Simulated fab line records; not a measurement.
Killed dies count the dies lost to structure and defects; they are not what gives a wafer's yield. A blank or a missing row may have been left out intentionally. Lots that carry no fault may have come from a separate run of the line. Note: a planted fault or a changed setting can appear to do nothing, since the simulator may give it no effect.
Split-lot trial / flow sfqLine / on a route of 325 steps: 5 lots, 23 wafers read

== SPLIT DETAILS ==
At SFQ_TRILAYER_I0_VIA_LITHO_COAT_036 (resist thk 62 nm), the setting resistThkNm was moved away from the recipe's 62 nm on 7 of the 23 wafers read, by +2.5% to +3.6%. This setting was run at the recipe's value on the other wafers.

Reading taken at the split's own step.

== THE READING ==
BARC_of_TRILAYER_I0_VIA_LITHO_COAT_036.thkNm (the simulator's own value, which no gauge read), in nm, at SFQ_TRILAYER_I0_VIA_LITHO_COAT_036 (resist thk 62 nm). The file does not state a usual value for it. Here, 16 wafers ran the recipe; their average is 61.92 nm with a standard deviation of 0.21 nm.

wafer=L074.2; tool, chamber at the split=lithoTrack-01, 0; resistThkNm as run, nm=62; against the recipe=recipe; BARC_of_TRILAYER_I0_VIA_LITHO_COAT_036.thkNm, nm=61.85; against lot-mates on the recipe=-
wafer=L074.4; tool, chamber at the split=lithoTrack-01, 0; resistThkNm as run, nm=62; against the recipe=recipe; BARC_of_TRILAYER_I0_VIA_LITHO_COAT_036.thkNm, nm=61.75; against lot-mates on the recipe=-
wafer=L074.6; tool, chamber at the split=lithoTrack-01, 0; resistThkNm as run, nm=62; against the recipe=recipe; BARC_of_TRILAYER_I0_VIA_LITHO_COAT_036.thkNm, nm=61.97; against lot-mates on the recipe=-
wafer=L075.1; tool, chamber at the split=lithoTrack-04, 0; resistThkNm as run, nm=63.91; against the recipe=+3.1%; BARC_of_TRILAYER_I0_VIA_LITHO_COAT_036.thkNm, nm=64.18; against lot-mates on the recipe=+1.92
wafer=L075.2; tool, chamber at the split=lithoTrack-04, 0; resistThkNm as run, nm=62; against the recipe=recipe; BARC_of_TRILAYER_I0_VIA_LITHO_COAT_036.thkNm, nm=62.38; against lot-mates on the recipe=-
wafer=L075.4; tool, chamber at the split=lithoTrack-04, 0; resistThkNm as run, nm=63.91; against the recipe=+3.1%; BARC_of_TRILAYER_I0_VIA_LITHO_COAT_036.thkNm, nm=64.16; against lot-mates on the recipe=+1.90
wafer=L075.5; tool, chamber at the split=lithoTrack-04, 0; resistThkNm as run, nm=63.91; against the recipe=+3.1%; BARC_of_TRILAYER_I0_VIA_LITHO_COAT_036.thkNm, nm=64.13; against lot-mates on the recipe=+1.87
wafer=L075.6; tool, chamber at the split=lithoTrack-04, 0; resistThkNm as run, nm=62; against the recipe=recipe; BARC_of_TRILAYER_I0_VIA_LITHO_COAT_036.thkNm, nm=62.14; against lot-mates on the recipe=-
wafer=L078.1; tool, chamber at the split=lithoTrack-03, 0; resistThkNm as run, nm=62; against the recipe=recipe; BARC_of_TRILAYER_I0_VIA_LITHO_COAT_036.thkNm, nm=61.67; against lot-mates on the recipe=-
wafer=L078.3; tool, chamber at the split=lithoTrack-03, 0; resistThkNm as run, nm=62; against the recipe=recipe; BARC_of_TRILAYER_I0_VIA_LITHO_COAT_036.thkNm, nm=61.7; against lot-mates on the recipe=-
wafer=L078.4; tool, chamber at the split=lithoTrack-03, 0; resistThkNm as run, nm=62; against the recipe=recipe; BARC_of_TRILAYER_I0_VIA_LITHO_COAT_036.thkNm, nm=61.77; against lot-mates on the recipe=-
wafer=L078.5; tool, chamber at the split=lithoTrack-03, 0; resistThkNm as run, nm=62; against the recipe=recipe; BARC_of_TRILAYER_I0_VIA_LITHO_COAT_036.thkNm, nm=61.73; against lot-mates on the recipe=-
wafer=L078.6; tool, chamber at the split=lithoTrack-03, 0; resistThkNm as run, nm=62; against the recipe=recipe; BARC_of_TRILAYER_I0_VIA_LITHO_COAT_036.thkNm, nm=61.69; against lot-mates on the recipe=-
wafer=L083.1; tool, chamber at the split=lithoTrack-04, 0; resistThkNm as run, nm=63.57; against the recipe=+2.5%; BARC_of_TRILAYER_I0_VIA_LITHO_COAT_036.thkNm, nm=63.31; against lot-mates on the recipe=+1.45
wafer=L083.2; tool, chamber at the split=lithoTrack-04, 0; resistThkNm as run, nm=63.57; against the recipe=+2.5%; BARC_of_TRILAYER_I0_VIA_LITHO_COAT_036.thkNm, nm=63.62; against lot-mates on the recipe=+1.76
wafer=L083.4; tool, chamber at the split=lithoTrack-04, 0; resistThkNm as run, nm=62; against the recipe=recipe; BARC_of_TRILAYER_I0_VIA_LITHO_COAT_036.thkNm, nm=61.87; against lot-mates on the recipe=-
wafer=L083.5; tool, chamber at the split=lithoTrack-04, 0; resistThkNm as run, nm=62; against the recipe=recipe; BARC_of_TRILAYER_I0_VIA_LITHO_COAT_036.thkNm, nm=61.79; against lot-mates on the recipe=-
wafer=L083.6; tool, chamber at the split=lithoTrack-04, 0; resistThkNm as run, nm=62; against the recipe=recipe; BARC_of_TRILAYER_I0_VIA_LITHO_COAT_036.thkNm, nm=61.92; against lot-mates on the recipe=-
wafer=L085.1; tool, chamber at the split=lithoTrack-01, 0; resistThkNm as run, nm=62; against the recipe=recipe; BARC_of_TRILAYER_I0_VIA_LITHO_COAT_036.thkNm, nm=62.09; against lot-mates on the recipe=-
wafer=L085.2; tool, chamber at the split=lithoTrack-01, 0; resistThkNm as run, nm=62; against the recipe=recipe; BARC_of_TRILAYER_I0_VIA_LITHO_COAT_036.thkNm, nm=62.18; against lot-mates on the recipe=-
wafer=L085.3; tool, chamber at the split=lithoTrack-01, 0; resistThkNm as run, nm=64.21; against the recipe=+3.6%; BARC_of_TRILAYER_I0_VIA_LITHO_COAT_036.thkNm, nm=64.5; against lot-mates on the recipe=+2.36
wafer=L085.4; tool, chamber at the split=lithoTrack-01, 0; resistThkNm as run, nm=64.21; against the recipe=+3.6%; BARC_of_TRILAYER_I0_VIA_LITHO_COAT_036.thkNm, nm=64.11; against lot-mates on the recipe=+1.97
wafer=L085.6; tool, chamber at the split=lithoTrack-01, 0; resistThkNm as run, nm=62; against the recipe=recipe; BARC_of_TRILAYER_I0_VIA_LITHO_COAT_036.thkNm, nm=62.16; against lot-mates on the recipe=-

FIT RESULTS
A straight line over all 23 wafers: BARC_of_TRILAYER_I0_VIA_LITHO_COAT_036.thkNm changes by +0.684 nm for each +1% of resistThkNm; r = +0.98; the points scatter about the line by 0.21 nm.
The same after taking each lot's own level away (the mean of its wafers on the recipe; 23 wafers): +0.615 nm for each +1%; r = +0.99; scatter 0.099 nm.
According to that fit, moving resistThkNm by its largest amount changes the reading by 2.2 nm.
From 61.712 to 62.260 nm: that is the span of the lots' own levels, equal to 2.6 times the standard deviation above.
Thus the slope moves with the lot-to-lot level: the two fits are different.
Check: for one of the wafers moved furthest among these (+3.6%), held out of the fit, the line's prediction against its lot-mates is +2.16 nm. It came out at +2.36 nm against them.

== THESE WAFERS: OTHER SPLITS ==
Note: prior to the reading, these wafers also went through further splits. Each is held against what the fit with the lots' levels taken away leaves over:
other split on the same wafers=SFQ_TRILAYER_INCOMING_OXIDATION_002 oxTimeS; wafers away from the commonest value=15; r with BARC_of_TRILAYER_I0_VIA_LITHO_COAT_036.thkNm (lot level and that fit taken away)=+0.06
other split on the same wafers=SFQ_TRILAYER_L0_LITHO_COAT_010 resistThkNm; wafers away from the commonest value=10; r with BARC_of_TRILAYER_I0_VIA_LITHO_COAT_036.thkNm (lot level and that fit taken away)=+0.15
other split on the same wafers=SFQ_TRILAYER_M0_LITHO_COAT_026 spinRpm; wafers away from the commonest value=5; r with BARC_of_TRILAYER_I0_VIA_LITHO_COAT_036.thkNm (lot level and that fit taken away)=-0.16

== FILE'S OWN FIT ==
BARC_of_TRILAYER_I0_VIA_LITHO_COAT_036.thkNm changes by +0.616 nm for each +1% of resistThkNm, r = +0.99.
